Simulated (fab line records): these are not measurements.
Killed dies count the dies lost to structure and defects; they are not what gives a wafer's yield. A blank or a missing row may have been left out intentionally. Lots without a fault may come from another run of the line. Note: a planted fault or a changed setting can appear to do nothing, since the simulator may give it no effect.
fab line records | flow sky130
record: lots: 13 | wafers: 39 | last_day: 50
route steps=708 shown FIELD_ISO@15 PWDE@54 NWELL@73 VT_ADJUST_LVTN@117
lots with no fault: from the same line, run without faults
start_h: hours from the record's first day to the start of the lot's first wafer shown | wait_h: hours from the lot's prior step to this one | " same as the row above | L1.1+2: a single row standing in for several wafers | - no value, or no start was given | * or withheld: withheld | < > ~ a bound
route shown NAME@n: a module of which the file shows steps, and the number in the route of the first | usual: average and standard deviation across the fault-free wafers | same: alike in all rows | chamber/n: place in a boat | sites: per-site readings | _std_site: how widely they spread, as a standard deviation | _edge_site: mean of outer sites minus mean of inner sites | radius_mm: how far each site lies from the wafer's centre | mask NAME#n: copy n | behind: tool/chamber where the wafer was last shaped | hold: reason for holding the lot/hours on hold/outcome of the hold | device: names the non-switching transistor (n, p or np) | end of line: the route-end tests of the same wafers | a step without rows: its recipe alone | killed: dies lost to structure and defects at the first sort, not the wafer's yield | map: dies across one wafer; x = killed, . = not, _ = none there
set.NAME: the setting the step ran with; set.NAME@STEP: the setting that earlier step ran with | model.NAME: the simulator's own value behind a step, which no gauge read
one table for each step of the route and one row for each wafer, over a sample of lots
services: a tool's chamber out of use, with start hour (start_h, from the record's first day; less than 0 if before it), hours out, and reason
== steps ==
step: SKY_FIELD_ISO_ETCH_14
recipe: chemistry: N2/H2 | target: BARC | ion_energy_ev: 200 | source_w: 500 | bias_w: 100 | pressure_mtorr: 30 | n2_flow_sccm: 100 | h2_flow_sccm: 200 | stop_on: SiO2 | time_s: 45.9 | target_depth_a: 600
usual: drypump_motor_current_A: 5.5/0.45 | oes_product_au: 0.854/0.0048 | throttle_valve_pct: 13.225/0.0092
lot.wafer | tool        | chamber | start_h | wait_h | drypump_motor_current_A | oes_product_au | rf_hours_counter_h | throttle_valve_pct
L651.3    | rie_diel-03 | 3       | 26.82   | 0.1    | 5.3                     | 0.854          | 34                 | 13.239
L651.4    | "           | 0       | "       | "      | 5.8                     | 0.852          | 86                 | 13.231
L651.6    | "           | 0       | "       | "      | 5.9                     | 0.846          | -                  | 13.233
L652.1    | rie_diel-04 | 0       | 35.62   | 0.1    | 5.8                     | 0.857          | 48                 | 13.212
L652.3    | "           | 2       | "       | "      | 6.2                     | 0.855          | 126                | 13.218
L652.5    | "           | 2       | "       | "      | 6.2                     | 0.855          | -                  | 13.228
L653.1    | rie_diel-01 | 0       | 44.32   | 0.1    | 5.0                     | 0.859          | 140                | 13.226
L653.2    | "           | 2       | "       | "      | 5.9                     | 0.860          | 59                 | 13.226
L653.3    | "           | 1       | "       | "      | 5.4                     | 0.862          | 114                | 13.231
L655.2    | rie_diel-03 | 3       | 53.08   | 0.1    | 5.3                     | 0.857          | 34                 | 13.227
L655.4    | "           | 0       | "       | "      | 5.9                     | 0.862          | 86                 | 13.247
L655.6    | "           | 2       | "       | "      | 5.9                     | 0.851          | -                  | 13.230
L660.1    | rie_diel-04 | 2       | 74.80   | 0.1    | 6.2                     | 0.859          | 127                | 13.220
L660.3    | "           | 1       | "       | "      | 5.5                     | 0.853          | 154                | 13.219
L660.4    | "           | 0       | "       | "      | 5.8                     | 0.851          | 49                 | 13.224
L661.4    | rie_diel-03 | 0       | 82.28   | 0.0    | 5.8                     | 0.859          | 87                 | 13.220
L661.5    | "           | 3       | "       | "      | 5.3                     | 0.860          | -                  | 13.235
L661.6    | "           | 0       | "       | "      | 5.8                     | 0.858          | -                  | 13.226
L662.1    | rie_diel-04 | 3       | 89.93   | 0.1    | 4.9                     | 0.856          | 19                 | 13.231
L662.2    | "           | 2       | "       | "      | 6.2                     | 0.859          | 127                | 13.227
L662.3    | "           | 1       | "       | "      | 5.5                     | 0.856          | 155                | 13.221
L667.1    | rie_diel-04 | 1       | 111.93  | 0.1    | 5.5                     | 0.858          | 155                | 13.218
L667.3    | "           | 0       | "       | "      | 5.8                     | 0.854          | 49                 | 13.231
L667.5    | "           | 2       | "       | "      | 6.2                     | 0.855          | -                  | 13.217
L668.2    | rie_diel-01 | 2       | 118.37  | 0.1    | 5.9                     | 0.846          | 61                 | 13.226
L668.5    | "           | 2       | "       | "      | 5.9                     | 0.853          | -                  | 13.224
L668.6    | "           | 1       | "       | "      | 5.4                     | 0.847          | -                  | 13.224
L669.2    | rie_diel-03 | 2       | 121.90  | 0.1    | 5.9                     | 0.849          | 157                | 13.225
L669.5    | "           | 0       | "       | "      | 5.9                     | 0.854          | -                  | 13.226
L669.6    | "           | 1       | "       | "      | 4.9                     | 0.857          | -                  | 13.224
L670.2    | rie_diel-01 | 0       | 128.07  | 0.1    | 5.0                     | 0.866          | 142                | 13.227
L670.3    | "           | 3       | "       | "      | 6.2                     | 0.850          | 1                  | 13.226
L670.6    | "           | 1       | "       | "      | 5.4                     | 0.850          | -                  | 13.212
L671.2    | rie_diel-03 | 2       | 132.33  | 0.1    | 5.9                     | 0.853          | 157                | 13.224
L671.3    | "           | 1       | "       | "      | 4.9                     | 0.858          | 71                 | 13.213
L671.4    | "           | 0       | "       | "      | 5.8                     | 0.852          | 87                 | 13.245
L673.4    | rie_diel-04 | 2       | 144.74  | 0.0    | 6.2                     | 0.859          | 128                | 13.211
L673.5    | "           | 1       | "       | "      | 5.5                     | 0.859          | -                  | 13.212
L673.6    | "           | 2       | "       | "      | 6.2                     | 0.859          | -                  | 13.231
step: SKY_PWDE_STRIP_09
recipe: chemistry: O2/N2 | power_w: 1400 | pressure_mtorr: 1500 | platen_temp_c: withheld | o2_flow_sccm: 3000 | n2_flow_sccm: 300 | overash_fraction: 0.5
usual: drypump_motor_current_A: 6.0/0.39 | o2_flow_sccm: 2999/9.2 | oes_product_au: 0.723/0.004 | strip_time_to_endpoint_s: 36.93/0.096
lot.wafer | tool            | chamber | start_h | wait_h | drypump_motor_current_A | o2_flow_sccm | oes_product_au | rf_hours_counter_h | strip_time_to_endpoint_s
L651.3    | plasma_asher-03 | 1       | 76.62   | 0.1    | 5.9                     | 3007         | 0.724          | -                  | 36.83
L651.4    | "               | 0       | "       | "      | 6.3                     | 2977         | 0.720          | -                  | 36.88
L651.6    | "               | 1       | "       | "      | 6.0                     | 3010         | 0.727          | -                  | 36.91
L652.1    | plasma_asher-03 | 0       | 84.33   | 0.1    | 6.3                     | 3007         | 0.724          | 38                 | 36.96
L652.3    | "               | 1       | "       | "      | 5.9                     | 3009         | 0.725          | -                  | 37.02
L652.5    | "               | 0       | "       | "      | 6.3                     | 3008         | 0.718          | -                  | 37.04
L653.1    | plasma_asher-01 | 1       | 87.75   | 0.1    | 6.7                     | 2994         | 0.721          | 41                 | 36.87
L653.2    | "               | 0       | "       | "      | 5.6                     | 2988         | 0.719          | 41                 | 36.96
L653.3    | "               | 0       | "       | "      | 5.6                     | 3000         | 0.719          | -                  | 36.99
L655.2    | plasma_asher-04 | 1       | 94.88   | 0.1    | 5.6                     | 2975         | 0.727          | 28                 | 36.86
L655.4    | "               | 0       | "       | "      | 6.0                     | 3015         | 0.716          | -                  | 36.90
L655.6    | "               | 0       | "       | "      | 5.9                     | 2996         | 0.718          | -                  | 36.83
L660.1    | plasma_asher-03 | 0       | 118.60  | 0.1    | 6.3                     | 2992         | 0.716          | 0                  | 36.89
L660.3    | "               | 1       | "       | "      | 5.9                     | 2990         | 0.727          | -                  | 36.91
L660.4    | "               | 0       | "       | "      | 6.3                     | 2995         | 0.730          | -                  | 36.96
L661.4    | plasma_asher-04 | 0       | 126.58  | 0.1    | 5.9                     | 2986         | 0.725          | -                  | 37.08
L661.5    | "               | 1       | "       | "      | 5.6                     | 2989         | 0.721          | -                  | 37.13
L661.6    | "               | 0       | "       | "      | 5.9                     | 2987         | 0.724          | -                  | 37.11
L662.1    | plasma_asher-01 | 1       | 134.55  | 0.1    | 6.7                     | 3009         | 0.726          | 46                 | 36.90
L662.2    | "               | 0       | "       | "      | 5.6                     | 2991         | 0.724          | 46                 | 36.77
L662.3    | "               | 1       | "       | "      | 6.7                     | 2987         | 0.718          | -                  | 36.76
L667.1    | plasma_asher-01 | 1       | 157.60  | 0.1    | 6.7                     | 2986         | 0.724          | 48                 | 36.94
L667.3    | "               | 1       | "       | "      | 6.7                     | 2982         | 0.723          | -                  | 36.93
L667.5    | "               | 1       | "       | "      | 6.7                     | 2981         | 0.724          | -                  | 37.01
L668.2    | plasma_asher-01 | 0       | 163.10  | 0.1    | 5.5                     | 3018         | 0.725          | 49                 | 36.88
L668.5    | "               | 1       | "       | "      | 6.8                     | 2987         | 0.717          | -                  | 36.88
L668.6    | "               | 0       | "       | "      | 5.6                     | 3013         | 0.722          | -                  | 36.97
L669.2    | plasma_asher-04 | 0       | 169.35  | 0.1    | 5.9                     | 2995         | 0.720          | 36                 | 36.96
L669.5    | "               | 0       | "       | "      | 5.9                     | 3010         | 0.724          | -                  | 37.09
L669.6    | "               | 1       | "       | "      | 5.6                     | 3013         | 0.722          | -                  | 37.09
L670.2    | plasma_asher-03 | 1       | 172.80  | 0.1    | 5.9                     | 2991         | 0.721          | 5                  | 37.02
L670.3    | "               | 0       | "       | "      | 6.3                     | 3003         | 0.720          | -                  | 37.15
L670.6    | "               | 1       | "       | "      | 6.0                     | 2992         | 0.724          | -                  | 37.10
L671.2    | plasma_asher-03 | 1       | 184.75  | 0.1    | 5.9                     | 2996         | 0.722          | 6                  | 37.00
L671.3    | "               | 1       | "       | "      | 5.9                     | 2994         | 0.723          | -                  | 37.03
L671.4    | "               | 0       | "       | "      | 6.4                     | 2979         | 0.723          | -                  | 37.01
L673.4    | plasma_asher-01 | 1       | 194.63  | 0.1    | 6.7                     | 3003         | 0.724          | -                  | 36.98
L673.5    | "               | 0       | "       | "      | 5.6                     | 2994         | 0.726          | -                  | 36.99
L673.6    | "               | 1       | "       | "      | 6.7                     | 2998         | 0.718          | -                  | 37.00
step: SKY_NWELL_EXPOSE_20
recipe: mask_id: NWM_COMPLEMENT | na: 0.6 | source_shape: conventional | sigma_outer: 0.6 | polarization: unpolarized | target_cd_nm: 840 | dose_mj: 260
usual: focus_offset_nm: 0.1/0.58 | reticle_temp_C: 23.02/0.1
lot.wafer | tool             | chamber | start_h | wait_h | mask                | focus_offset_nm | reticle_temp_C
L651.3    | iline_stepper-02 | 0       | 103.00  | -      | NWM_COMPLEMENT#0    | 0.7             | 23.04
L651.4    | "                | 0       | "       | "      | NWM_COMPLEMENT#0    | 1.2             | 23.08
L651.6    | "                | 0       | "       | "      | NWM_COMPLEMENT#0    | 1.2             | 23.19
L652.1    | iline_stepper-02 | 0       | 112.63  | -      | NWM_COMPLEMENT#0    | 0.4             | 23.04
L652.3    | "                | 0       | "       | "      | NWM_COMPLEMENT#0    | -0.2            | 23.06
L652.5    | "                | 0       | "       | "      | NWM_COMPLEMENT#0    | 0.3             | 22.92
L653.1    | iline_stepper-02 | 0       | 115.63  | -      | NWM_COMPLEMENT#0    | -0.8            | 22.98
L653.2    | "                | 0       | "       | "      | NWM_COMPLEMENT#0    | -1.3            | 23.01
L653.3    | "                | 0       | "       | "      | NWM_COMPLEMENT#0    | -0.4            | 23.07
L655.2    | iline_stepper-01 | 0       | 122.26  | -      | NWM_COMPLEMENT_R1#0 | 0.9             | 23.08
L655.4    | "                | 0       | "       | "      | NWM_COMPLEMENT_R1#0 | 0.2             | 22.92
L655.6    | "                | 0       | "       | "      | NWM_COMPLEMENT_R1#0 | 0.4             | 23.10
L660.1    | iline_stepper-01 | 0       | 147.58  | -      | NWM_COMPLEMENT#0    | -0.7            | 22.97
L660.3    | "                | 0       | "       | "      | NWM_COMPLEMENT#0    | -0.1            | 23.11
L660.4    | "                | 0       | "       | "      | NWM_COMPLEMENT#0    | 0.0             | 23.12
L661.4    | iline_stepper-01 | 0       | 156.74  | -      | NWM_COMPLEMENT#0    | -0.3            | 23.01
L661.5    | "                | 0       | "       | "      | NWM_COMPLEMENT#0    | -0.4            | 22.88
L661.6    | "                | 0       | "       | "      | NWM_COMPLEMENT#0    | -0.7            | 22.97
L662.1    | iline_stepper-01 | 0       | 163.65  | -      | NWM_COMPLEMENT#0    | 0.6             | 23.14
L662.2    | "                | 0       | "       | "      | NWM_COMPLEMENT#0    | 0.0             | 23.05
L662.3    | "                | 0       | "       | "      | NWM_COMPLEMENT#0    | 0.6             | 23.10
L667.1    | iline_stepper-01 | 0       | 188.83  | -      | NWM_COMPLEMENT#0    | 0.5             | 22.93
L667.3    | "                | 0       | "       | "      | NWM_COMPLEMENT#0    | 0.5             | 22.93
L667.5    | "                | 0       | "       | "      | NWM_COMPLEMENT#0    | 1.0             | 22.97
L668.2    | iline_stepper-01 | 0       | 194.43  | -      | NWM_COMPLEMENT#0    | 0.9             | 22.86
L668.5    | "                | 0       | "       | "      | NWM_COMPLEMENT#0    | -0.6            | 22.96
L668.6    | "                | 0       | "       | "      | NWM_COMPLEMENT#0    | 0.1             | 23.04
L669.2    | iline_stepper-01 | 0       | 201.01  | -      | NWM_COMPLEMENT#0    | -0.7            | 23.10
L669.5    | "                | 0       | "       | "      | NWM_COMPLEMENT#0    | 0.1             | 22.99
L669.6    | "                | 0       | "       | "      | NWM_COMPLEMENT#0    | -0.5            | 23.19
L670.2    | iline_stepper-02 | 0       | 204.55  | -      | NWM_COMPLEMENT#0    | -1.4            | 23.12
L670.3    | "                | 0       | "       | "      | NWM_COMPLEMENT#0    | -0.6            | 22.94
L670.6    | "                | 0       | "       | "      | NWM_COMPLEMENT#0    | -0.1            | 22.95
L671.2    | iline_stepper-02 | 0       | 215.75  | -      | NWM_COMPLEMENT#0    | 0.7             | 23.14
L671.3    | "                | 0       | "       | "      | NWM_COMPLEMENT#0    | -1.2            | 23.06
L671.4    | "                | 0       | "       | "      | NWM_COMPLEMENT#0    | -0.2            | 23.10
L673.4    | iline_stepper-01 | 0       | 227.13  | -      | NWM_COMPLEMENT#0    | 0.9             | 23.10
L673.5    | "                | 0       | "       | "      | NWM_COMPLEMENT#0    | 1.1             | 23.00
L673.6    | "                | 0       | "       | "      | NWM_COMPLEMENT#0    | 0.7             | 23.08
step: SKY_VT_ADJUST_LVTN_STRIP_20
recipe: chemistry: O2/N2 | power_w: 1400 | pressure_mtorr: 1500 | platen_temp_c: withheld | o2_flow_sccm: 3000 | n2_flow_sccm: 300 | overash_fraction: 0.5
usual: drypump_motor_current_A: 5.9/0.55 | o2_flow_sccm: 3000/8.8 | oes_product_au: 0.715/0.0046 | strip_time_to_endpoint_s: 14.18/0.045
lot.wafer | tool            | chamber | start_h | wait_h | drypump_motor_current_A | o2_flow_sccm | oes_product_au | rf_hours_counter_h | strip_time_to_endpoint_s
L651.3    | plasma_asher-02 | 1       | 172.25  | 0.1    | 5.0                     | 3013         | 0.720          | -                  | 14.17
L651.4    | "               | 0       | "       | "      | 6.1                     | 2985         | 0.715          | -                  | 14.17
L651.6    | "               | 0       | "       | "      | 6.0                     | 2998         | 0.713          | -                  | 14.20
L652.1    | plasma_asher-02 | 0       | 182.20  | 0.1    | 6.0                     | 3006         | 0.721          | 51                 | 14.14
L652.3    | "               | 0       | "       | "      | 6.0                     | 2999         | 0.704          | -                  | 14.19
L652.5    | "               | 0       | "       | "      | 6.0                     | 3009         | 0.720          | -                  | 14.15
L653.1    | plasma_asher-03 | 1       | 183.75  | 0.1    | 5.9                     | 2995         | 0.716          | 6                  | 14.12
L653.2    | "               | 0       | "       | "      | 6.4                     | 3005         | 0.713          | 6                  | 14.15
L653.3    | "               | 0       | "       | "      | 6.4                     | 2989         | 0.715          | -                  | 14.14
L655.2    | plasma_asher-02 | 0       | 192.05  | 0.1    | 6.0                     | 2999         | 0.714          | 52                 | 14.21
L655.4    | "               | 0       | "       | "      | 6.0                     | 2994         | 0.710          | -                  | 14.16
L655.6    | "               | 0       | "       | "      | 6.0                     | 3011         | 0.714          | -                  | 14.20
L660.1    | plasma_asher-03 | 0       | 220.75  | 0.1    | 6.3                     | 2994         | 0.713          | 10                 | 14.10
L660.3    | "               | 1       | "       | "      | 5.9                     | 3009         | 0.716          | -                  | 14.08
L660.4    | "               | 0       | "       | "      | 6.4                     | 3000         | 0.729          | -                  | 14.10
L661.4    | plasma_asher-02 | 1       | 231.08  | 0.1    | 5.0                     | 2994         | 0.705          | -                  | 14.18
L661.5    | "               | 0       | "       | "      | 6.0                     | 2996         | 0.711          | -                  | 14.19
L661.6    | "               | 1       | "       | "      | 4.9                     | 2993         | 0.707          | -                  | 14.19
L662.1    | plasma_asher-02 | 0       | 237.54  | 0.1    | 6.0                     | 2982         | 0.718          | 57                 | 14.19
L662.2    | "               | 1       | "       | "      | 5.0                     | 2997         | 0.717          | 57                 | 14.23
L662.3    | "               | 1       | "       | "      | 5.0                     | 2997         | 0.721          | -                  | 14.22
L667.1    | plasma_asher-03 | 0       | 267.34  | 0.1    | 6.4                     | 3001         | 0.716          | 15                 | 14.22
L667.3    | "               | 0       | "       | "      | 6.3                     | 3000         | 0.716          | -                  | 14.25
L667.5    | "               | 0       | "       | "      | 6.4                     | 2999         | 0.713          | -                  | 14.25
L668.2    | plasma_asher-02 | 1       | 272.00  | 0.1    | 5.0                     | 2996         | 0.718          | 61                 | 14.21
L668.5    | "               | 0       | "       | "      | 6.0                     | 2985         | 0.715          | -                  | 14.22
L668.6    | "               | 1       | "       | "      | 5.0                     | 3003         | 0.722          | -                  | 14.21
L669.2    | plasma_asher-03 | 0       | 280.14  | 0.1    | 6.3                     | 3006         | 0.713          | 16                 | 14.22
L669.5    | "               | 0       | "       | "      | 6.3                     | 3003         | 0.713          | -                  | 14.16
L669.6    | "               | 1       | "       | "      | 5.9                     | 3011         | 0.717          | -                  | 14.15
L670.2    | plasma_asher-02 | 0       | 283.40  | 0.1    | 6.0                     | 2999         | 0.719          | 62                 | 14.16
L670.3    | "               | 0       | "       | "      | 6.1                     | 3012         | 0.715          | -                  | 14.14
L670.6    | "               | 0       | "       | "      | 6.0                     | 2999         | 0.717          | -                  | 14.12
L671.2    | plasma_asher-01 | 0       | 297.44  | 0.1    | 5.5                     | 3001         | 0.713          | 59                 | 14.20
L671.3    | "               | 0       | "       | "      | 5.6                     | 3001         | 0.720          | -                  | 14.21
L671.4    | "               | 1       | "       | "      | 6.7                     | 2995         | 0.714          | -                  | 14.19
L673.4    | plasma_asher-01 | 0       | 310.48  | 0.1    | 5.6                     | 3015         | 0.717          | -                  | 14.20
L673.5    | "               | 1       | "       | "      | 6.7                     | 2991         | 0.715          | -                  | 14.24
L673.6    | "               | 0       | "       | "      | 5.6                     | 3023         | 0.711          | -                  | 14.18
== services ==
tool             | chamber | start_h | hours | kind
rie_diel-03      | -       | 18.81   | 0.5   | repair
rie_diel-04      | 1       | 23.39   | 9.8   | repair
plasma_asher-02  | -       | 27.00   | 0.9   | repair
iline_stepper-02 | -       | 45.57   | 1.7   | pm
iline_stepper-01 | -       | 56.19   | 0.8   | pm
plasma_asher-02  | -       | 78.01   | 5.1   | repair
rie_diel-03      | 1       | 87.17   | 2.2   | repair
rie_diel-04      | -       | 96.95   | 1.8   | repair
plasma_asher-03  | -       | 108.75  | 9.0   | pm
iline_stepper-02 | -       | 120.89  | 8.9   | pm
plasma_asher-03  | -       | 134.32  | 4.6   | repair
iline_stepper-02 | -       | 139.32  | 4.3   | pm
iline_stepper-01 | -       | 143.65  | 1.7   | pm
plasma_asher-02  | -       | 157.40  | 0.4   | repair
plasma_asher-02  | -       | 175.27  | 1.8   | repair
rie_diel-04      | 0       | 185.46  | 6.4   | repair
rie_diel-04      | 0       | 205.76  | 12.9  | repair
plasma_asher-01  | -       | 206.01  | 6.3   | repair
rie_diel-04      | 0       | 231.05  | 15.5  | repair
iline_stepper-01 | -       | 250.90  | 3.5   | repair
plasma_asher-01  | -       | 254.36  | 20.7  | repair
iline_stepper-02 | -       | 263.75  | 1.7   | pm
rie_diel-04      | 2       | 285.15  | 5.1   | repair
rie_diel-03      | -       | 301.76  | 0.7   | repair
== key ==
first_sign: step: SKY_NWELL_EXPOSE_20 | reading: mask | direction: changed
effect none on later readings
met_at SKY_NWELL_EXPOSE_20
struck_lots L655
sort_left_out L655.2,L655.4,L655.6
tester_left_out L655
not_acting_at SKY_FIELD_ISO_ETCH_14,SKY_PWDE_STRIP_09,SKY_VT_ADJUST_LVTN_STRIP_20
fault: kind: wrong_mask | tool: any | chamber: - | onset_h: 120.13 | steps: SKY_NWELL_EXPOSE_20 | aux_copy: NWM_COMPLEMENT_R1#0 | cd_offset_nm: -168 | scope: struck_lots_only
tester_left_out: of these lots the tester's yield and bins aren't shown, on N5 and GAA mostly nor the transistor test; their killed dies are dies lost to structure and defects alone, not to doping, threshold or leakage, so they don't give the yield
sort_left_out: the simulated sort isn't trusted on such a fault, so these wafers' sort isn't shown, and their yield isn't known
